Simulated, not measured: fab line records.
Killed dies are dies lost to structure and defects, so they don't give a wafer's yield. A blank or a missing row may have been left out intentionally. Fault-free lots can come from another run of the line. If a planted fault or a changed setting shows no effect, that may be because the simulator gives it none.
Which of the tools did it? | flow sky130 | 36 wafers from 12 lots sampled at 5 of the route's 708 steps

## WHAT THE GAUGES SHOWED, per wafer
SKY_METAL1_OVL_MEAS_16. Usual: METAL1_OVL gives -2 nm (standard deviation 5.8).
lot  | measured     | on         | METAL1_OVL (nm) | flag
L104 | day 33 12:11 | overlay-02 | -13 -5 -10      |
L105 | day 34 09:47 | overlay-02 | -1 -2 -1        |
L107 | day 34 10:59 | overlay-01 | 1 6 -6          |
L106 | day 34 13:24 | overlay-02 | -3 -4 -5        |
L111 | day 35 12:17 | overlay-01 | 3 1 -3          |
L114 | day 36 11:02 | overlay-02 | 7 -2 4          |
L118 | day 37 19:32 | overlay-01 | 1 -4 -3         |
L120 | day 38 00:38 | overlay-02 | 11 6 2          |
L121 | day 38 08:47 | overlay-01 | -12 -9 -3       |
L124 | day 39 01:17 | overlay-01 | -10 -2 -2       |
L125 | day 39 16:14 | overlay-02 | -9 -3 -8        |
L127 | day 39 16:48 | overlay-01 | -5 2 -5         |

SKY_VIA4_THK_MEAS_01. Usual: VIA4_HDPCVD_THK gives 1741 nm (standard deviation 20).
lot  | measured     | on            | VIA4_HDPCVD_THK (nm) | flag
L104 | day 42 09:26 | film metro-02 | 1759 1800 1746       |
L105 | day 43 05:53 | film metro-03 | 1723 1751 1735       |
L107 | day 43 06:24 | film metro-03 | 1765 1723 1762       |
L106 | day 43 07:43 | film metro-03 | 1764 1760 1759       |
L111 | day 44 02:43 | film metro-03 | 1755 1754 1766       |
L114 | day 44 23:31 | film metro-04 | 1741 1984 1714       | OFF
L118 | day 46 02:44 | film metro-04 | 1716 1752 1744       |
L120 | day 46 05:50 | film metro-02 | 1769 1742 1747       |
L121 | day 46 12:46 | film metro-04 | 1712 1749 1738       |
L124 | day 47 05:04 | film metro-03 | 1726 1786 1758       |
L125 | day 47 14:16 | film metro-04 | 1725 1727 1778       |
L127 | day 47 15:43 | film metro-02 | 1759 1746 1792       |

## WHICH TOOL RAN EACH LOT (tool, then ch and the chambers of the sampled wafers, then the start)
lot  | SKY_CONTACT_ETCH_17                | SKY_VIA1_CVD_21               | SKY_VIA4_HDPCVD_00
L104 | rie diel-03 ch 0,1,2, day 32 07:56 | cvd w-01 ch 0,1, day 34 16:55 | hdpcvd-02 ch 0,1,2, day 42 09:15
L105 | rie diel-03 ch 0,1,2, day 33 05:24 | cvd w-01 ch 0,1, day 35 14:59 | hdpcvd-01 ch 1,2, day 43 05:41
L107 | rie diel-04 ch 0,1,3, day 33 06:51 | cvd w-01 ch 0,1, day 35 15:39 | hdpcvd-01 ch 0,1,2, day 43 06:14
L106 | rie diel-03 ch 0,2,3, day 33 09:18 | cvd w-02 ch 0,1, day 35 18:04 | hdpcvd-02 ch 0,1,2, day 43 07:32
L111 | rie diel-01 ch 0,1,3, day 34 08:29 | cvd w-02 ch 0,1, day 36 16:29 | hdpcvd-01 ch 1,2, day 44 02:32
L114 | rie diel-01 ch 0,1, day 35 07:15   | cvd w-02 ch 0,1, day 37 15:26 | hdpcvd-01 ch 0,1,2, day 44 23:21
L118 | rie diel-04 ch 0,1,3, day 36 16:03 | cvd w-01 ch 0,1, day 38 23:01 | hdpcvd-02 ch 0,1, day 46 02:33
L120 | rie diel-03 ch 1,2,3, day 36 21:13 | cvd w-01 ch 0, day 39 04:09   | hdpcvd-02 ch 0,1,2, day 46 05:39
L121 | rie diel-01 ch 0,2,3, day 37 05:30 | cvd w-02 ch 0,1, day 39 12:41 | hdpcvd-02 ch 0,2, day 46 12:35
L124 | rie diel-03 ch 1,2, day 37 23:11   | cvd w-01 ch 0,1, day 40 04:28 | hdpcvd-02 ch 0,2, day 47 04:54
L125 | rie diel-03 ch 0,3, day 38 13:07   | cvd w-01 ch 0,1, day 40 18:18 | hdpcvd-02 ch 0,1,2, day 47 14:06
L127 | rie diel-01 ch 0,2,3, day 38 13:28 | cvd w-02 ch 0,1, day 40 18:39 | hdpcvd-02 ch 0,1,2, day 47 15:31
- SKY_CONTACT_ETCH_17: etches SiO2 in C4F8/O2/Ar, stops on Si3N4, target depth 340 nm.
- SKY_VIA1_CVD_21: deposits W, target thk 270 nm, time 80.902 s.
- SKY_VIA4_HDPCVD_00: deposits SiO2, target thk 1750 nm, time 291.7 s.

## AS READ BY THE TOOLS THEMSELVES (means over the sampled wafers that have a number; for cases with no such wafer, the mark the record gives instead)
SKY_CONTACT_ETCH_17. Usual: oes product au at 0.891 a.u., with a standard deviation of 0.0049.
lot  | tool        | oes product au (a.u.) | flag
L104 | rie diel-03 | 0.893                 |
L105 | rie diel-03 | 0.890                 |
L107 | rie diel-04 | 0.886                 |
L106 | rie diel-03 | 0.887                 |
L111 | rie diel-01 | 0.892                 |
L114 | rie diel-01 | 0.894                 |
L118 | rie diel-04 | 0.892                 |
L120 | rie diel-03 | 0.884                 |
L121 | rie diel-01 | 0.886                 |
L124 | rie diel-03 | 0.889                 |
L125 | rie diel-03 | 0.891                 |
L127 | rie diel-01 | 0.891                 |

SKY_VIA1_CVD_21. Usual: heater power outer w 485 W, standard deviation 20; heater power w 812 W, standard deviation 40.
lot  | tool     | heater power outer w (W) | heater power w (W) | flag
L104 | cvd w-01 | 480                      | 777                |
L105 | cvd w-01 | 470                      | 781                |
L107 | cvd w-01 | 475                      | 797                |
L106 | cvd w-02 | 518                      | 851                |
L111 | cvd w-02 | 519                      | 854                |
L114 | cvd w-02 | 521                      | 886                |
L118 | cvd w-01 | 478                      | 809                |
L120 | cvd w-01 | 489                      | 836                |
L121 | cvd w-02 | 474                      | 797                |
L124 | cvd w-01 | 476                      | 785                |
L125 | cvd w-01 | 485                      | 812                |
L127 | cvd w-02 | 483                      | 812                |

SKY_VIA4_HDPCVD_00. Usual: run length s at 319.5 s, with a standard deviation of 0.57.
lot  | tool      | run length s (s) | flag
L104 | hdpcvd-02 | 319.5            |
L105 | hdpcvd-01 | 319.8            |
L107 | hdpcvd-01 | 319.5            |
L106 | hdpcvd-02 | 319.6            |
L111 | hdpcvd-01 | 319.7            |
L114 | hdpcvd-01 | 332.8            | OFF
L118 | hdpcvd-02 | 319.6            |
L120 | hdpcvd-02 | 319.6            |
L121 | hdpcvd-02 | 320.2            |
L124 | hdpcvd-02 | 319.8            |
L125 | hdpcvd-02 | 319.5            |
L127 | hdpcvd-02 | 319.7            |

## THE ANSWER, worked out from the rows above alone
Rule: take the mean of a lot's wafers that have a number; if it is more than 3 standard deviations from the usual mean, the lot is off. A lot without any number at a reading at which 4 lots or more have one is off too. Where the step has rows for the other lots, those lots are counted as sound. After the gauges, taken in route order, come the tools' own readings; for these a lot's mean is taken, as printed above. The first step at which some lot is off is used, and at that step the reading that is off furthest; a lot without a number counts as furthest.
Off: L114, at SKY_VIA4_THK_MEAS_01 (VIA4_HDPCVD_THK).
If a tool, at a process step before that reading, ran all the lots that are off and no sound lot after the first of them, it fits. The gauges at SKY_VIA4_THK_MEAS_01 aren't tried: what is off there is off at SKY_VIA4_HDPCVD_00 too, on other tools, and a gauge's error can't cause that. One fits: SKY_VIA4_HDPCVD_00 on hdpcvd-01. A fault onset in the window from L111 (day 44 02:32, its last sound lot) to L114 (day 44 23:21, its first lot off) fits.
The tool's own readings at SKY_VIA4_HDPCVD_00 bear it out: on the lots that are off they differ by more than 5 times the standard deviation of the sound lots' means. run length s reads 332.8 s there against 319.7 s on the sound lots.

## WHAT HAD BEEN PUT IN BY THE SIMULATOR
hdpcvd-01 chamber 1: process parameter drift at SKY_VIA4_HDPCVD_00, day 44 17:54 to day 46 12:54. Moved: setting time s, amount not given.
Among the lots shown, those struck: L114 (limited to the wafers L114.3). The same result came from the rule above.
